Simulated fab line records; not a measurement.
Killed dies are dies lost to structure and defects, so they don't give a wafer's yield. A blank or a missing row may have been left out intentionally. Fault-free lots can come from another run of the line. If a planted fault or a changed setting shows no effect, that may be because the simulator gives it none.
fab line records	flow sfq-line
record: lots: 15	wafers: 42	last-day: 82
route steps=325 shown I1@74
lots untouched by any fault: they come from a run of this same line in which no faults occurred
start-h: hours from the record's opening day to when the first of the lot's shown wafers began	wait-h: time in hours since the lot's previous step	" same as the row above	L1.1+2: several wafers, shown together as one row	- no value, or no start was given	* or withheld: withheld	< > ~ a bound
route shown NAME@n: names a module that has steps shown in the file, with the first one's number in the route	usual: the fault-free wafers' mean and standard deviation	same: alike in all rows	chamber/n: place in a boat	sites: the reading at each site	_std_site: standard deviation of those values	_edge_site: outer sites' mean less inner sites'	radius-mm: for every site, how far away it sits from the centre of the wafer	mask NAME#n: copy n	behind: the tool/chamber that last shaped the wafer	hold: reason for holding the lot/hours on hold/outcome of the hold	device: which transistor (n, p or np) failed to switch	end of line: at the end of the route, the tests of the same wafers	a step given without rows: its recipe and nothing more	killed: not the wafer's yield, but the dies lost to structure and defects at the first sort	map: the dies of a wafer, with x for killed, . for not killed, _ for no die there
set.NAME: the run value of the setting; set.NAME@STEP: its run value at that earlier step	model.NAME: the simulator's own value behind a step, which no gauge read
one table for each step of the route and one row for each wafer, over a sample of lots
services: the hour from which a tool's chamber was out of use, counted from the record's first day as start-h (under 0 if before that day), plus the number of hours and why
== steps ==
step: SFQ_TRILAYER_I1_CMP_CMP_046
recipe: material: SiO2	down-force-psi: 3	platen-rpm: 60	pad-velocity-m-s: 0.94248
usual: motor-current-A: 10.7/1	time-to-endpoint-s: 215/6.1
lot.wafer	tool	chamber	start-h	wait-h	motor-current-A	time-to-endpoint-s
L183.2	cmp-01	2	355.85	10.9	9.2	216
L183.1	"	3	"	"	11.4	214
L183.5	"	1	357.35	12.3	11.9	221
L185.4	cmp-02	1	369.82	12.7	11.3	214
L185.2	"	0	371.32	14.2	10.3	210
L185.6	"	1	"	"	11.0	220
L186.4	cmp-01	0	372.85	12.1	10.8	221
L186.3	"	3	374.35	13.7	11.6	212
L186.6	"	0	"	"	12.2	226
L190.3	cmp-01	0	413.64	0.0	11.3	205
L190.6	"	1	416.14	2.5	11.6	202
L191.3	cmp-01	0	418.94	0.5	12.1	198
L191.2	"	1	"	"	11.5	205
L192.4	cmp-01	3	430.09	2.1	11.5	222
L192.6	"	0	"	"	11.8	215
L196.4	cmp-02	3	510.79	4.7	9.4	230
L196.3	"	1	511.79	5.8	11.3	223
L196.5	"	2	"	"	9.4	216
L198.2	cmp-01	2	526.27	3.5	9.6	209
L198.5	"	3	"	"	11.8	217
L198.6	"	0	"	"	11.9	226
L199.1	cmp-02	1	529.69	3.3	11.1	218
L199.5	"	3	530.69	4.3	9.2	221
L199.6	"	0	"	"	9.4	233
L200.3	cmp-01	2	570.59	1.8	9.4	211
L200.6	"	3	"	"	11.6	222
L200.5	"	0	"	"	12.0	222
L201.3	cmp-01	3	576.24	0.0	11.2	211
L201.1	"	1	577.24	1.0	11.7	211
L201.2	"	2	"	"	9.9	216
L202.1	cmp-02	3	592.66	6.9	10.0	205
L202.6	"	2	594.16	8.3	9.2	210
L202.5	"	3	"	"	9.2	215
L204.1	cmp-01	3	606.24	0.0	11.1	210
L204.2	"	2	607.74	1.5	9.7	211
L204.5	"	3	"	"	11.4	219
L205.2	cmp-02	0	607.96	0.6	9.2	212
L205.4	"	2	608.96	1.5	9.4	220
L205.6	"	1	610.46	3.0	11.2	219
L206.2	cmp-02	3	613.44	0.0	9.9	216
L206.4	"	0	"	"	9.6	218
L206.3	"	2	614.94	1.5	9.4	215
step: SFQ_TRILAYER_I1_METRO_MEASURE_047
usual: thk-nm: 199.9/0.71
lot.wafer	tool	chamber	start-h	wait-h	thk-nm
L183.1	film-metro-04	-	357.97	0.1	200.7
L183.2	"	-	"	"	199.8
L183.5	"	-	"	"	200.7
L185.2	film-metro-04	-	373.14	0.3	199.3
L185.4	"	-	"	"	198.9
L185.6	"	-	"	"	199.4
L186.3	film-metro-04	-	376.37	0.5	198.5
L186.4	"	-	"	"	199.0
L186.6	"	-	"	"	198.5
L190.3	film-metro-04	-	417.16	0.5	214.2
L190.6	"	-	"	"	215.2
L191.2	film-metro-01	-	421.76	0.3	199.9
L191.3	"	-	"	"	214.7
L192.4	film-metro-01	-	432.31	0.6	199.7
L192.6	"	-	"	"	215.7
L196.3	film-metro-01	-	513.81	0.5	199.5
L196.4	"	-	"	"	199.5
L196.5	"	-	"	"	199.4
L198.2	film-metro-04	-	528.09	0.3	199.3
L198.5	"	-	"	"	200.0
L198.6	"	-	"	"	200.5
L199.1	film-metro-03	-	531.81	0.1	200.6
L199.5	"	-	"	"	200.1
L199.6	"	-	"	"	200.1
L200.3	film-metro-03	-	572.72	0.5	200.8
L200.5	"	-	"	"	201.0
L200.6	"	-	"	"	200.6
L201.1	film-metro-03	-	579.36	0.1	200.6
L201.2	"	-	"	"	200.8
L201.3	"	-	"	"	201.3
L202.1	film-metro-03	-	595.28	0.1	199.7
L202.5	"	-	"	"	198.9
L202.6	"	-	"	"	199.0
L204.1	film-metro-01	-	609.36	0.1	199.5
L204.2	"	-	"	"	200.0
L204.5	"	-	"	"	199.9
L205.2	film-metro-03	-	611.28	0.3	200.7
L205.4	"	-	"	"	200.6
L205.6	"	-	"	"	200.7
L206.2	film-metro-01	-	616.76	0.3	199.3
L206.3	"	-	"	"	198.7
L206.4	"	-	"	"	198.2
step: SFQ_TRILAYER_I1_VIA_ETCH_VIA_ETCH_052
recipe: target: SiO2	stop-on: Nb	mask-material: PR	taper-deg: 20	chemistry: CHF3	target-depth-nm: 260	source-w: 500	bias-w: 80	pressure-mtorr: 30	time-s: withheld
usual: bias-w: 79.98/0.27	drypump-motor-current-A: 5.8/0.62	oes-product-au: 0.854/0.0046
lot.wafer	tool	chamber	start-h	wait-h	bias-w	drypump-motor-current-A	oes-product-au
L183.1	rie-diel-03	2	515.84	0.0	80.26	6.5	0.858
L183.2	"	0	"	"	80.13	5.1	0.860
L183.5	"	0	"	"	80.31	5.1	0.857
L185.2	rie-diel-03	2	533.24	0.0	80.03	6.5	0.844
L185.4	"	3	"	"	79.46	5.2	0.842
L185.6	"	0	"	"	79.25	5.1	0.857
L186.3	rie-diel-01	1	535.64	0.0	79.92	4.7	0.852
L186.4	"	0	"	"	80.13	5.7	0.854
L186.6	"	3	"	"	79.89	6.5	0.848
L190.3	rie-diel-03	3	572.84	0.0	79.75	5.2	0.899
L190.6	"	2	"	"	79.82	6.5	0.890
L191.2	rie-diel-01	3	581.24	0.0	79.90	6.5	0.860
L191.3	"	0	"	"	79.95	5.7	0.889
L192.4	rie-diel-04	3	594.44	0.0	80.56	6.2	0.845
L192.6	"	2	"	"	79.55	5.6	0.898
L196.3	rie-diel-01	1	667.81	0.0	80.07	4.7	0.854
L196.4	"	0	"	"	80.50	5.7	0.848
L196.5	"	3	"	"	80.24	6.5	0.858
L198.2	rie-diel-03	0	681.13	0.0	79.34	5.1	0.854
L198.5	"	3	"	"	80.01	5.2	0.850
L198.6	"	2	"	"	80.46	6.5	0.860
L199.1	rie-diel-04	1	687.13	0.0	79.54	6.3	0.858
L199.5	"	0	"	"	79.89	5.6	0.856
L199.6	"	1	"	"	79.32	6.2	0.856
L200.3	rie-diel-01	3	729.68	0.0	80.11	6.5	0.854
L200.5	"	2	"	"	79.72	5.7	0.861
L200.6	"	3	"	"	79.49	6.4	0.854
L201.1	rie-diel-03	0	735.68	0.0	79.79	5.1	0.852
L201.2	"	3	"	"	79.99	5.2	0.856
L201.3	"	2	"	"	79.91	6.5	0.863
L202.1	rie-diel-01	1	748.88	0.0	79.87	4.7	0.848
L202.5	"	1	"	"	80.01	4.7	0.846
L202.6	"	2	"	"	80.49	5.6	0.851
L204.1	rie-diel-04	0	758.48	0.0	80.04	5.5	0.855
L204.2	"	2	"	"	80.26	5.7	0.849
L204.5	"	3	"	"	80.52	6.3	0.855
L205.2	rie-diel-01	0	760.88	0.0	79.87	5.7	0.851
L205.4	"	2	"	"	79.87	5.6	0.850
L205.6	"	0	"	"	79.80	5.7	0.857
L206.2	rie-diel-03	1	764.48	0.0	80.38	6.5	0.854
L206.3	"	3	"	"	79.95	5.3	0.850
L206.4	"	0	"	"	80.07	5.1	0.847
== services ==
tool	chamber	start-h	hours	kind
rie-diel-03	0	347.79	6.6	repair
cmp-02	-	391.00	0.4	repair
cmp-02	-	399.47	0.8	repair
cmp-01	-	408.79	4.0	pm
cmp-02	-	433.16	1.9	repair
cmp-01	-	449.56	0.3	repair
cmp-01	-	461.20	2.3	repair
cmp-02	-	465.19	4.1	pm
cmp-02	-	469.25	2.3	repair
cmp-02	-	489.07	11.7	repair
cmp-01	-	499.22	0.5	repair
cmp-02	-	544.69	0.2	repair
cmp-01	-	567.19	0.6	repair
cmp-02	-	574.85	4.0	pm
cmp-01	-	575.63	0.4	repair
cmp-02	-	578.85	13.3	pm
cmp-01	-	611.76	2.2	pm
cmp-01	-	640.86	1.8	repair
cmp-01	-	664.61	3.9	pm
cmp-01	-	677.66	0.3	repair
cmp-02	-	736.67	1.0	repair
cmp-01	-	745.68	12.0	pm
cmp-02	-	746.72	1.7	repair
cmp-01	-	757.72	4.0	pm
== key ==
first-sign: step: SFQ_TRILAYER_I1_METRO_MEASURE_047	reading: thk-nm	direction: up	sigmas: 21	usual: 199.9	struck: 215.0
effect: step: SFQ_TRILAYER_I1_VIA_ETCH_VIA_ETCH_052	reading: oes-product-au	direction: up	sigmas: 8.8	usual: 0.854	struck: 0.894
met-at SFQ_TRILAYER_I1_CMP_CMP_046
struck-lots L190,L191,L192
struck-wafers L190.3,L190.6,L191.3,L192.6
onset-between 372.85 413.64
fault: kind: process-parameter-drift	tool: cmp-01	chamber: -	onset-h: 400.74	steps: SFQ_TRILAYER_I1_CMP_CMP_046	channel: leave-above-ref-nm	offset: 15	shape: step	end-h: 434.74	scope: struck-wafers-only	acts-in: these-recipes-only	stated: 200
